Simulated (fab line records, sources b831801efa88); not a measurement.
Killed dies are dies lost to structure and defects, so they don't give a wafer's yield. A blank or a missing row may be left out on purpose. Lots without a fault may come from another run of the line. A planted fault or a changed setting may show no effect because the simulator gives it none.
Problem report in the 8D (eight disciplines) form, filled by code | flow gf180mcu | the parts of the form that need people (team, actions taken, sign-off) are left out

1. THE PROBLEM
VT_IMPLANT_OVL at GF_VT_IMPLANT_OVL_MEAS_07 reads a mean of -117.0 nm on 9 wafers of 3 lots; wafers without a fault read 0.2 nm with a standard deviation of 1.5. That is -78 standard deviations from the usual mean.
First seen on wafer L545.1, day 8 07:53, on overlay-02. The record holds 33 wafers of 11 lots with a number at this step. Rule for "out", or "out of limits": more than 4 standard deviations from the usual mean. The other wafers with a number count as sound.

2. WHAT IT IS AND WHAT IT IS NOT
question                    | is                     | is not
which readings at this step | VT_IMPLANT_OVL         | -
which lots                  | L545, L546, L547       | L535, L536, L537, L540, L550, L552, L553, L556
which wafers of those lots  | all that have a number | -
read on which gauges        | overlay-01, overlay-02 | -
when                        | from day 8 07:53       | up to then (12 sound wafers); but 12 sound wafers of L550, L552, L553, L556 came after

3. SUSPECTS, AND WHAT RULES EACH OUT
Counting: a tool at a process step up to the reading stays a suspect if it ran every lot that is out and no sound lot after the first of them.
- the gauge at GF_VT_IMPLANT_OVL_MEAS_07: ruled out. The wafers that are out were read on 2 gauges (overlay-01, overlay-02).
- iline_stepper-01 at GF_VT_IMPLANT_EXPOSE_04 (exposes mask LVPWELL LV AREA, target cd 600 nm): kept. It ran every lot that is out, first L545 (day 8 00:10), and no sound lot after that; its last sound lot up to then is L537 (day 6 05:14).
Left after counting: iline_stepper-01 at GF_VT_IMPLANT_EXPOSE_04.

4. THE CAUSE (what the simulator had put in)
Scanner matching overlay: iline_stepper-01, from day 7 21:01 on, at GF_VT_IMPLANT_EXPOSE_04. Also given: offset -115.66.
Counting left only this tool.

5. THE CHAIN OF EFFECTS, in route order
Each row: a reading whose mean over the struck wafers that have a number lies more than 3 standard deviations from the usual. Only readings for which the record gives a usual standard deviation are gone through. hours: the time from each lot's start at the first step in this table that gives one to its start at this step, as a median over the lots. sigmas: the change in usual standard deviations.
hours | step                      | reading        | usual  | on struck wafers | change | sigmas
0     | GF_VT_IMPLANT_OVL_MEAS_07 | VT_IMPLANT_OVL | 0.2 nm | -117.0           | -117.2 | -78
Later measuring or inspecting steps at which every struck wafer that the step has a row for has a number for every such reading, and none has moved that far: GF_POLY_GATE_THK_MEAS_01.

6. WHAT WOULD HAVE CAUGHT IT SOONER
In this record the first reading out of limits at a measuring or inspecting step was taken at day 8 07:53, 11 hours after the fault began at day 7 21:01.
Of the tool readings at GF_VT_IMPLANT_EXPOSE_04 for which the record gives a usual standard deviation, none was out on any struck wafer, so an alarm limit of 4 standard deviations on them would not have fired.
Of the lots that are out (3), L547 began GF_VT_IMPLANT_EXPOSE_04 on iline_stepper-01 after day 8 07:53. A hold on the tool at that time would have spared it.
